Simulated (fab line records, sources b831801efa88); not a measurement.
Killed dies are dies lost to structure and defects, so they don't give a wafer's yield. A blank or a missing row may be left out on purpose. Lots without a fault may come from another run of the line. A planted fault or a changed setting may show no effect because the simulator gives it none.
One fault seen from 2 desks | flow sky130 | each desk has only its own numbers; what lay behind them comes last

THE METROLOGY DESK
What the gauges read, lot by lot, whatever tool the lot ran on: means of the sampled wafers that have a number. A lot is out of limits, marked OUT, if its mean lies more than 4 standard deviations from the usual mean; the brackets give that distance.
Columns: A = LDD_N_TW at SKY_LDD_N_TW_MEAS_17, usual 2587; B = LI_CONTACT_W_THK at SKY_LI_CONTACT_THK_MEAS_23, usual 410 nm; C = VIA1_BOW at SKY_VIA1_BOW_MEAS_03, usual 78 um
lot  | first seen here | A    | B   | C
L857 | day 17 21:47    | 2564 | 414 | 80
L862 | day 19 06:27    | 2588 | 420 | 77
L861 | day 19 09:12    | 2578 | 407 | 73
L863 | day 20 03:29    | 2535 | 408 | 80
L867 | day 21 12:16    | 2519 | 410 | 81
L874 | day 24 01:17    | 2612 | 415 | 78
L876 | day 24 19:08    | 2572 | 406 | 85
L877 | day 25 03:58    | 2599 | 411 | 84
L878 | day 25 11:58    | 2570 | 412 | 79
L879 | day 25 14:37    | 2589 | 409 | 75
L880 | day 25 19:17    | 2595 | 410 | 87
This desk's finding: nothing out of limits on any of the 11 lots.

THE TOOL OWNER'S DESK: implanter-01
The tool's own readings at SKY_LDD_N_IMPLANT_10: means of the sampled wafers that have a number, for each lot that ran on this tool. A lot is out of limits, marked OUT, if its mean lies more than 4 standard deviations from the usual mean; the brackets give that distance.
Columns: A = dose_ions_cm2 at SKY_LDD_N_IMPLANT_10, usual 7.501e+13; B = faraday_current_uA at SKY_LDD_N_IMPLANT_10, usual 421; C = rotation_deg at SKY_LDD_N_IMPLANT_10, usual 203.00 degrees
lot  | first seen here | A                           | B             | C
L857 | day 17 20:48    | 7.500e+13                   | 419           | 202.96
L862 | day 19 05:28    | 7.492e+13                   | 420           | 202.99
L861 | day 19 08:14    | 7.508e+13                   | 419           | 203.00
L863 | day 20 02:31    | 4.500e+13 (-99 or more) OUT | 250 (-20) OUT | 203.03
L867 | day 21 11:16    | 4.495e+13 (-99 or more) OUT | 252 (-20) OUT | 203.07
L879 | day 25 13:37    | 7.503e+13                   | 422           | 202.99
This desk's finding: out of limits on L863, L867; first on L863, day 20 02:31 (dose_ions_cm2 at SKY_LDD_N_IMPLANT_10). In limits: L857, L862, L861, L879.

PUT TOGETHER
The tool owner's desk could have raised an alarm at day 20 02:31, on L863, L867.
The metrology desk saw nothing out of limits.
The metrology desk has L863, L867 on record, within its limits.
Of the lots named, all ran SKY_LDD_N_IMPLANT_10 on implanter-01.

WHAT THE SIMULATOR HAD PUT IN
Process parameter drift: implanter-01, from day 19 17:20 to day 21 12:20, at SKY_LDD_N_IMPLANT_10. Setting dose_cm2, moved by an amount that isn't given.
Lots struck among those shown: L863, L867.
Hours from the fault's start to each desk's first reading out of limits: the tool owner's desk, 9.
